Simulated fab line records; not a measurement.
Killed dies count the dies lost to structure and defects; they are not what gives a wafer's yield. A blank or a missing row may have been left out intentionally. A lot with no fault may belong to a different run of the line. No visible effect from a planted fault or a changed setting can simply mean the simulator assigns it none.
What tool caused it?	flow gf180mcu	7 lots with 21 wafers sampled at 4 steps, on a route of 602 steps

## WHAT THE GAUGES READ, wafer by wafer
GF_TOP_METAL_RS_MEAS_05: uses a four-point probe to measure.
lot	measured	on	TOP_METAL_ALCU_RS (ohm/sq)
L187	day 27 17:37	filmMetro-03	0.0323 0.0322 0.0321
L189	day 28 15:10	filmMetro-01	0.0326 0.0327 0.0325
L191	day 29 01:35	filmMetro-01	0.0329 0.0327 0.0328
L193	day 30 05:08	filmMetro-02	0.0325 0.0322 0.0324
L196	day 31 02:43	filmMetro-03	0.0325 0.0327 0.0325
L199	day 31 20:50	filmMetro-01	0.0329 0.0330 0.0327
L206	day 33 03:43	filmMetro-03	0.0328 0.0329 0.0326

## WHICH TOOL RAN EACH LOT (tool, then ch and the chambers of the sampled wafers, then the start)
lot	GF_SALICIDE_CLEAN_00	GF_V5_ETCH_16	GF_TOP_METAL_SPUTTER_00
L187	wetBench-03 ch 0, day 15 14:05	rieDiel-02 ch 0,2,3, day 27 15:58	pvdSputter-03, day 27 17:22
L189	wetBench-02 ch 2, day 16 15:35	rieDiel-03 ch 0,1,2, day 28 13:31	pvdSputter-01, day 28 14:56
L191	wetBench-03 ch 0, day 17 03:41	rieDiel-02 ch 0,3, day 28 23:55	pvdSputter-01, day 29 01:19
L193	wetBench-02 ch 3, day 18 13:17	rieDiel-02 ch 0,3, day 30 03:28	pvdSputter-03, day 30 04:53
L196	wetBench-02 ch 1, day 19 18:26	rieDiel-04 ch 0,2, day 31 01:05	pvdSputter-03, day 31 02:27
L199	wetBench-03 ch 1, day 20 18:59	rieDiel-04 ch 1,2, day 31 19:10	pvdSputter-04, day 31 20:35
L206	wetBench-02 ch 3, day 22 13:46	rieDiel-03 ch 0,1,3, day 33 02:04	pvdSputter-04, day 33 03:27
- GF_SALICIDE_CLEAN_00: cleans in SC1/SC2, time 150 s.
- GF_V5_ETCH_16: etches BARC in N2/H2.
- GF_TOP_METAL_SPUTTER_00: material Ti, target thk 37.5 nm, time 150 s.

## THE ANSWER, worked out from the rows above alone
Rule: usual is defined by the lots themselves. The widest of any qualifying gaps counts: lots, ordered by their means at a reading, are off when they make up no more than a third of the lots, leave a main group of 4 or more, and stand apart from it by 3 or more times the standard deviation of that group's means. The tables above print the reading to a certain number of digits; a main group whose means all agree to those digits is not used. Also off: a lot with no number at a reading for which 4 or more lots have one. Any other lot the step has rows for is counted as sound.
Across all readings shown, no lot is off: no conclusion can be drawn from this.

## WHAT HAD BEEN PUT IN BY THE SIMULATOR
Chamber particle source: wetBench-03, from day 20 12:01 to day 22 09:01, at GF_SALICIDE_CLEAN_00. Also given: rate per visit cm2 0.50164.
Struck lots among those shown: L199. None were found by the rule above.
